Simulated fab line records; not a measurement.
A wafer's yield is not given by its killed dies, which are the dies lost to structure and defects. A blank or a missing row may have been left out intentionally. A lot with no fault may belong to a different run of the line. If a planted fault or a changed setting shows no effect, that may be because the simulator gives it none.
What tool caused it? || flow sky130 || 11 lots with 33 wafers sampled at 5 steps, on a route of 708 steps

## WHAT EACH GAUGE READ, for each wafer
SKY_POLY_GATE_CD_MEAS_22.
{"lot": "L913", "measured": "day 16 23:54", "on": "cd_sem-01", "cd_nm (nm)": "146.9 148.9 150.4"}
{"lot": "L917", "measured": "day 18 01:30", "on": "cd_sem-01", "cd_nm (nm)": "150.0 151.5 152.8"}
{"lot": "L918", "measured": "day 18 19:34", "on": "cd_sem-01", "cd_nm (nm)": "150.3 151.9 151.2"}
{"lot": "L919", "measured": "day 19 05:43", "on": "cd_sem-02", "cd_nm (nm)": "149.5 149.6 147.8"}
{"lot": "L920", "measured": "day 19 03:58", "on": "cd_sem-02", "cd_nm (nm)": "149.1 146.5 150.8"}
{"lot": "L926", "measured": "day 21 12:26", "on": "cd_sem-01", "cd_nm (nm)": "148.3 150.8 149.4"}
{"lot": "L927", "measured": "day 22 01:56", "on": "cd_sem-01", "cd_nm (nm)": "146.6 151.1 149.0"}
{"lot": "L928", "measured": "day 22 03:34", "on": "cd_sem-02", "cd_nm (nm)": "148.3 152.5 150.8"}
{"lot": "L929", "measured": "day 22 10:31", "on": "cd_sem-02", "cd_nm (nm)": "148.5 148.6 149.1"}
{"lot": "L930", "measured": "day 22 12:17", "on": "cd_sem-01", "cd_nm (nm)": "151.4 150.7 151.0"}
{"lot": "L931", "measured": "day 22 19:31", "on": "cd_sem-01", "cd_nm (nm)": "154.9 149.1 153.5"}

SKY_LDD_N_TW_MEAS_17.
{"lot": "L913", "measured": "day 18 06:18", "on": "film_metro-04", "LDD_N_TW": "2566 2552 2556"}
{"lot": "L917", "measured": "day 19 09:49", "on": "film_metro-02", "LDD_N_TW": "2585 2590 2588"}
{"lot": "L918", "measured": "day 20 04:07", "on": "film_metro-02", "LDD_N_TW": "2586 2586 2577"}
{"lot": "L919", "measured": "day 20 13:43", "on": "film_metro-03", "LDD_N_TW": "2574 2575 2571"}
{"lot": "L920", "measured": "day 20 11:52", "on": "film_metro-04", "LDD_N_TW": "2604 2604 2580"}
{"lot": "L926", "measured": "day 22 19:27", "on": "film_metro-03", "LDD_N_TW": "2576 2560 2561"}
{"lot": "L927", "measured": "day 23 09:36", "on": "film_metro-03", "LDD_N_TW": "2463 2469 2470"}
{"lot": "L928", "measured": "day 23 11:03", "on": "film_metro-03", "LDD_N_TW": "2591 2594 2588"}
{"lot": "L929", "measured": "day 23 18:22", "on": "film_metro-04", "LDD_N_TW": "2452 2442 2439"}
{"lot": "L930", "measured": "day 23 19:41", "on": "film_metro-04", "LDD_N_TW": "2453 2446 2452"}
{"lot": "L931", "measured": "day 24 02:37", "on": "film_metro-04", "LDD_N_TW": "2571 2560 2573"}

## WHICH TOOL RAN EACH LOT (tool, then ch and the chambers of the sampled wafers, then the start)
{"lot": "L913", "SKY_PWDE_STRIP_09": "plasma_asher-03 ch 0,1, day 4 04:12", "SKY_LDD_N_IMPLANT_09": "implanter-04 ch 0, day 18 05:09", "SKY_LDD_N_STRIP_16": "plasma_asher-03 ch 0,1, day 18 06:12"}
{"lot": "L917", "SKY_PWDE_STRIP_09": "plasma_asher-01 ch 1, day 4 19:30", "SKY_LDD_N_IMPLANT_09": "implanter-03 ch 0, day 19 08:41", "SKY_LDD_N_STRIP_16": "plasma_asher-04 ch 0,1, day 19 09:42"}
{"lot": "L918", "SKY_PWDE_STRIP_09": "plasma_asher-01 ch 0,1, day 5 05:06", "SKY_LDD_N_IMPLANT_09": "implanter-01 ch 0, day 20 02:58", "SKY_LDD_N_STRIP_16": "plasma_asher-02 ch 0,1, day 20 04:00"}
{"lot": "L919", "SKY_PWDE_STRIP_09": "plasma_asher-01 ch 0,1, day 5 14:02", "SKY_LDD_N_IMPLANT_09": "implanter-03 ch 0, day 20 12:36", "SKY_LDD_N_STRIP_16": "plasma_asher-04 ch 0,1, day 20 13:38"}
{"lot": "L920", "SKY_PWDE_STRIP_09": "plasma_asher-01 ch 0,1, day 5 14:06", "SKY_LDD_N_IMPLANT_09": "implanter-04 ch 0, day 20 10:43", "SKY_LDD_N_STRIP_16": "plasma_asher-03 ch 0,1, day 20 11:45"}
{"lot": "L926", "SKY_PWDE_STRIP_09": "plasma_asher-04 ch 0,1, day 7 04:21", "SKY_LDD_N_IMPLANT_09": "implanter-03 ch 0, day 22 18:18", "SKY_LDD_N_STRIP_16": "plasma_asher-03 ch 0,1, day 22 19:21"}
{"lot": "L927", "SKY_PWDE_STRIP_09": "plasma_asher-04 ch 0, day 7 10:46", "SKY_LDD_N_IMPLANT_09": "implanter-04 ch 0, day 23 08:27", "SKY_LDD_N_STRIP_16": "plasma_asher-02 ch 0,1, day 23 09:30"}
{"lot": "L928", "SKY_PWDE_STRIP_09": "plasma_asher-03 ch 0, day 7 11:51", "SKY_LDD_N_IMPLANT_09": "implanter-01 ch 0, day 23 09:54", "SKY_LDD_N_STRIP_16": "plasma_asher-04 ch 0, day 23 10:57"}
{"lot": "L929", "SKY_PWDE_STRIP_09": "plasma_asher-01 ch 0,1, day 7 14:20", "SKY_LDD_N_IMPLANT_09": "implanter-04 ch 0, day 23 17:15", "SKY_LDD_N_STRIP_16": "plasma_asher-02 ch 0,1, day 23 18:17"}
{"lot": "L930", "SKY_PWDE_STRIP_09": "plasma_asher-03 ch 0,1, day 7 18:29", "SKY_LDD_N_IMPLANT_09": "implanter-04 ch 0, day 23 18:35", "SKY_LDD_N_STRIP_16": "plasma_asher-02 ch 0,1, day 23 19:35"}
{"lot": "L931", "SKY_PWDE_STRIP_09": "plasma_asher-03 ch 0,1, day 8 00:41", "SKY_LDD_N_IMPLANT_09": "implanter-01 ch 0, day 24 01:30", "SKY_LDD_N_STRIP_16": "plasma_asher-03 ch 0,1, day 24 02:32"}
- SKY_PWDE_STRIP_09: strips in O2/N2.
- SKY_LDD_N_IMPLANT_09
- SKY_LDD_N_STRIP_16: strips in O2/N2.

## AS READ BY THE TOOLS THEMSELVES (means over the sampled wafers that have a number; for cases with no such wafer, the mark the record gives instead)
SKY_PWDE_STRIP_09.
{"lot": "L913", "tool": "plasma_asher-03", "drypump_motor_current_A (A)": 6.10, "oes_product_au (a.u.)": 0.721, "strip_time_to_endpoint_s (s)": 37.38}
{"lot": "L917", "tool": "plasma_asher-01", "drypump_motor_current_A (A)": 5.74, "oes_product_au (a.u.)": 0.722, "strip_time_to_endpoint_s (s)": 37.19}
{"lot": "L918", "tool": "plasma_asher-01", "drypump_motor_current_A (A)": 5.70, "oes_product_au (a.u.)": 0.716, "strip_time_to_endpoint_s (s)": 37.05}
{"lot": "L919", "tool": "plasma_asher-01", "drypump_motor_current_A (A)": 5.72, "oes_product_au (a.u.)": 0.725, "strip_time_to_endpoint_s (s)": 37.41}
{"lot": "L920", "tool": "plasma_asher-01", "drypump_motor_current_A (A)": 5.72, "oes_product_au (a.u.)": 0.721, "strip_time_to_endpoint_s (s)": 37.09}
{"lot": "L926", "tool": "plasma_asher-04", "drypump_motor_current_A (A)": 6.03, "oes_product_au (a.u.)": 0.721, "strip_time_to_endpoint_s (s)": 37.18}
{"lot": "L927", "tool": "plasma_asher-04", "drypump_motor_current_A (A)": 6.04, "oes_product_au (a.u.)": 0.724, "strip_time_to_endpoint_s (s)": 37.08}
{"lot": "L928", "tool": "plasma_asher-03", "drypump_motor_current_A (A)": 6.15, "oes_product_au (a.u.)": 0.721, "strip_time_to_endpoint_s (s)": 37.28}
{"lot": "L929", "tool": "plasma_asher-01", "drypump_motor_current_A (A)": 5.74, "oes_product_au (a.u.)": 0.723, "strip_time_to_endpoint_s (s)": 37.11}
{"lot": "L930", "tool": "plasma_asher-03", "drypump_motor_current_A (A)": 6.09, "oes_product_au (a.u.)": 0.723, "strip_time_to_endpoint_s (s)": 36.94}
{"lot": "L931", "tool": "plasma_asher-03", "drypump_motor_current_A (A)": 6.09, "oes_product_au (a.u.)": 0.724, "strip_time_to_endpoint_s (s)": 37.18}

SKY_LDD_N_IMPLANT_09.
{"lot": "L913", "tool": "implanter-04", "dose_ions_cm2": 7.499e+13, "faraday_current_uA": 425}
{"lot": "L917", "tool": "implanter-03", "dose_ions_cm2": 7.509e+13, "faraday_current_uA": 413}
{"lot": "L918", "tool": "implanter-01", "dose_ions_cm2": 7.510e+13, "faraday_current_uA": 421}
{"lot": "L919", "tool": "implanter-03", "dose_ions_cm2": 7.504e+13, "faraday_current_uA": 423}
{"lot": "L920", "tool": "implanter-04", "dose_ions_cm2": 7.509e+13, "faraday_current_uA": 424}
{"lot": "L926", "tool": "implanter-03", "dose_ions_cm2": 7.503e+13, "faraday_current_uA": 422}
{"lot": "L927", "tool": "implanter-04", "dose_ions_cm2": 7.400e+12, "faraday_current_uA": 42}
{"lot": "L928", "tool": "implanter-01", "dose_ions_cm2": 7.506e+13, "faraday_current_uA": 425}
{"lot": "L929", "tool": "implanter-04", "dose_ions_cm2": 7.607e+12, "faraday_current_uA": 43}
{"lot": "L930", "tool": "implanter-04", "dose_ions_cm2": 7.390e+12, "faraday_current_uA": 42}
{"lot": "L931", "tool": "implanter-01", "dose_ions_cm2": 7.501e+13, "faraday_current_uA": 420}

SKY_LDD_N_STRIP_16.
{"lot": "L913", "tool": "plasma_asher-03", "drypump_motor_current_A (A)": 6.02, "oes_product_au (a.u.)": 0.408, "strip_time_to_endpoint_s (s)": 4.299}
{"lot": "L917", "tool": "plasma_asher-04", "drypump_motor_current_A (A)": 6.04, "oes_product_au (a.u.)": 0.405, "strip_time_to_endpoint_s (s)": 4.296}
{"lot": "L918", "tool": "plasma_asher-02", "drypump_motor_current_A (A)": 6.09, "oes_product_au (a.u.)": 0.406, "strip_time_to_endpoint_s (s)": 4.311}
{"lot": "L919", "tool": "plasma_asher-04", "drypump_motor_current_A (A)": 6.04, "oes_product_au (a.u.)": 0.405, "strip_time_to_endpoint_s (s)": 4.309}
{"lot": "L920", "tool": "plasma_asher-03", "drypump_motor_current_A (A)": 6.09, "oes_product_au (a.u.)": 0.405, "strip_time_to_endpoint_s (s)": 4.316}
{"lot": "L926", "tool": "plasma_asher-03", "drypump_motor_current_A (A)": 6.03, "oes_product_au (a.u.)": 0.406, "strip_time_to_endpoint_s (s)": 4.309}
{"lot": "L927", "tool": "plasma_asher-02", "drypump_motor_current_A (A)": 6.10, "oes_product_au (a.u.)": 0.404, "strip_time_to_endpoint_s (s)": 4.139}
{"lot": "L928", "tool": "plasma_asher-04", "drypump_motor_current_A (A)": 6.08, "oes_product_au (a.u.)": 0.401, "strip_time_to_endpoint_s (s)": 4.298}
{"lot": "L929", "tool": "plasma_asher-02", "drypump_motor_current_A (A)": 5.82, "oes_product_au (a.u.)": 0.407, "strip_time_to_endpoint_s (s)": 4.136}
{"lot": "L930", "tool": "plasma_asher-02", "drypump_motor_current_A (A)": 6.09, "oes_product_au (a.u.)": 0.410, "strip_time_to_endpoint_s (s)": 4.143}
{"lot": "L931", "tool": "plasma_asher-03", "drypump_motor_current_A (A)": 6.02, "oes_product_au (a.u.)": 0.400, "strip_time_to_endpoint_s (s)": 4.301}

## THE ANSWER, worked out from the rows above alone
Rule: usual is defined by the lots themselves. Put in order of their means at a reading, lots are off if they are a third of the lots or fewer, leave a main group of 4 or more, and stand apart from it by a gap of 3 or more times the standard deviation of the main group's means; of several such gaps the widest counts. The tables above print the reading to a certain number of digits; a main group whose means all agree to those digits is not used. Also off: a lot with no number at a reading for which 4 or more lots have one. Any other lot the step has rows for is counted as sound. After the gauges, taken in route order, come the tools' own readings; for these a lot's mean is taken, as printed above. At the first step where some lot is off, the reading lying furthest off is the one used; lots without a number count as furthest.
Off: at SKY_LDD_N_TW_MEAS_17 (LDD_N_TW), L927, L929, L930. Mean 2578 and standard deviation 13 in the main group.
If a tool, at a process step before that reading, ran all the lots that are off and no sound lot after the first of them, it fits. Not tried: the gauges at SKY_LDD_N_TW_MEAS_17; whatever is off there is also off at SKY_LDD_N_IMPLANT_09, on other tools, and gauge error can't account for it. This does not decide it: 2 tools fit, namely implanter-04 at SKY_LDD_N_IMPLANT_09 and plasma_asher-02 at SKY_LDD_N_STRIP_16.

## WHAT HAD BEEN PUT IN BY THE SIMULATOR
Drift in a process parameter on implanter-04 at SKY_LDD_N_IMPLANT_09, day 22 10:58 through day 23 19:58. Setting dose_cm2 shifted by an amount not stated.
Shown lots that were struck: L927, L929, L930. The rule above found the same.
